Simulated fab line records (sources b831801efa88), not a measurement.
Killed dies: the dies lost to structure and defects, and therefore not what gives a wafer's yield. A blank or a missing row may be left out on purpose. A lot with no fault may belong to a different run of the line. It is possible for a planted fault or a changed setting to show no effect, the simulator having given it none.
Comparing a struck lot with a sound one || flow sky130 || 37 steps out of a route of 708
Sound: wafers L714.2, L714.4, L714.5. Wafers struck: L702.1, L702.3, L702.5. Last of all comes the cause.
Each step with rows lists, per side, the tool, then ch with its chambers, then its first start. Under that, the readings that differ: sound wafers || struck wafers || difference of the means || sigmas: that difference in standard deviations of wafers without a fault.
alike: words and numbers the same on both sides, and readings whose means are apart by under 2 such deviations; not compared: readings that were withheld, readings missing a value for some wafer, numbers with overlapping values and no deviation given by the record, and bounds like >300 which may hide the same value.
Wherever a step has rows on one side only, a row that says differs or no value, or a row with sigmas, the two part there. Numbers that don't overlap but have no deviation are shown without sigmas and don't part them. A reading that every wafer of one side lacks parts them only if that side has two wafers or more.

first, 10 steps without rows for these wafers: SKY_DNWELL_DEVELOP_06 (develop time 60 s); SKY_DNWELL_IMPLANT_07; SKY_DNWELL_STRIP_08 (strips in O2/N2); SKY_PWDE_DEHYDRATE_00 (time 60 s); SKY_PWDE_HMDS_01 (prime time 60 s); SKY_PWDE_COAT_02 (resist thk 3000 nm); SKY_PWDE_SOFTBAKE_03; SKY_PWDE_EXPOSE_04 (exposes mask PWDEM, target cd 840 nm); SKY_PWDE_PEB_05; SKY_PWDE_DEVELOP_06 (develop time 60 s).
SKY_PWDE_IMPLANT_08:
  sound on implanter-04 ch 0, day 9 04:05; struck on implanter-02 ch 0, day 6 01:20
{"reading": "beam energy keV", "sound": "150.04 149.91 149.99", "struck": "119.14 119.08 119.11", "difference": -30.87, "sigmas": "-99 or more"}
{"reading": "model.implant.rp nm (nm)", "sound": "429.4 429.4 429.4", "struck": "364.2 364.2 364.2", "difference": -65.2, "sigmas": ""}
{"reading": "model.implant.drp nm (nm)", "sound": "97.97 97.97 97.97", "struck": "89.77 89.77 89.77", "difference": -8.20, "sigmas": ""}
then, 1 step without rows for these wafers: SKY_PWDE_STRIP_09 (strips in O2/N2).
SKY_PWDE_TW_MEAS_10:
  sound on film metro-01, day 9 04:20; struck on film metro-04, day 6 01:35
  alike: PWDE_TW
then, 22 steps without rows for these wafers: SKY_NWELL_DEHYDRATE_03 (time 60 s); SKY_NWELL_HMDS_04 (prime time 60 s); SKY_NWELL_COAT_05 (resist thk 3000 nm); SKY_NWELL_SOFTBAKE_06; SKY_NWELL_EXPOSE_07 (exposes mask NWM, target cd 840 nm); SKY_NWELL_PEB_08; SKY_NWELL_DEVELOP_09 (develop time 62.75 s); SKY_NWELL_IMPLANT_11; SKY_NWELL_IMPLANT_12; SKY_NWELL_IMPLANT_13; SKY_NWELL_STRIP_14 (strips in O2/N2); SKY_NWELL_DEHYDRATE_16 (time 60 s); SKY_NWELL_HMDS_17 (prime time 60 s); SKY_NWELL_COAT_18 (resist thk 3000 nm); SKY_NWELL_SOFTBAKE_19; SKY_NWELL_EXPOSE_20 (exposes mask NWM COMPLEMENT, target cd 840 nm); SKY_NWELL_PEB_21; SKY_NWELL_DEVELOP_22 (develop time 60 s); SKY_NWELL_IMPLANT_24; SKY_NWELL_STRIP_25 (strips in O2/N2); SKY_NWELL_CLEAN_27 (cleans in SC1/SC2, time 150 s); SKY_NWELL_RTA_28 (time 30 s).
SKY_NWELL_RS_MEAS_31: the measuring method here is four-point-probe.
  sound on film metro-02, day 11 03:04; struck on film metro-02, day 7 18:14
{"reading": "PWDE_RS (ohm/sq)", "sound": "5294 5268 5289", "struck": "5362 5355 5352", "difference": "+73", "sigmas": "+5"}
-- the record jumps here: 41 days lie between the struck wafers' starts before and after (it left off in module NWELL and takes up again in module PAD_OPEN, whose first step shown is number 708 of the route) --
SKY_PAD_OPEN_PROBE_99:
  sound on prober-01, day 51 14:16; struck on prober-01, day 48 22:39
{"reading": "model.etest.res_p_drift_20v.line ohm um", "sound": "1.236e+04 1.167e+04 1.226e+04", "struck": "2.517e+04 2.541e+04 2.417e+04", "difference": "+1.282e+04", "sigmas": ""}
{"reading": "model.etest.res_p_drift_20v.rs ohm sq", "sound": "1.029e+04 9587 1.018e+04", "struck": "2.074e+04 2.112e+04 1.994e+04", "difference": "+1.058e+04", "sigmas": ""}
  alike: killed_at_M0_to_M3, killed_at_M4_up, killed at contacts, killed at front end, killed at other, killed dies, killed on rim, killed open, killed short

== WHERE THEY PART ==
Earliest at SKY_PWDE_IMPLANT_08; latest, in this record, at SKY_NWELL_RS_MEAS_31. Later steps at which nothing parts them and some readings are alike: SKY_PAD_OPEN_PROBE_99.

WHY: the cause the simulator had injected
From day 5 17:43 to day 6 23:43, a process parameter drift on implanter-02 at SKY_PWDE_IMPLANT_08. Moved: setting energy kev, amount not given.
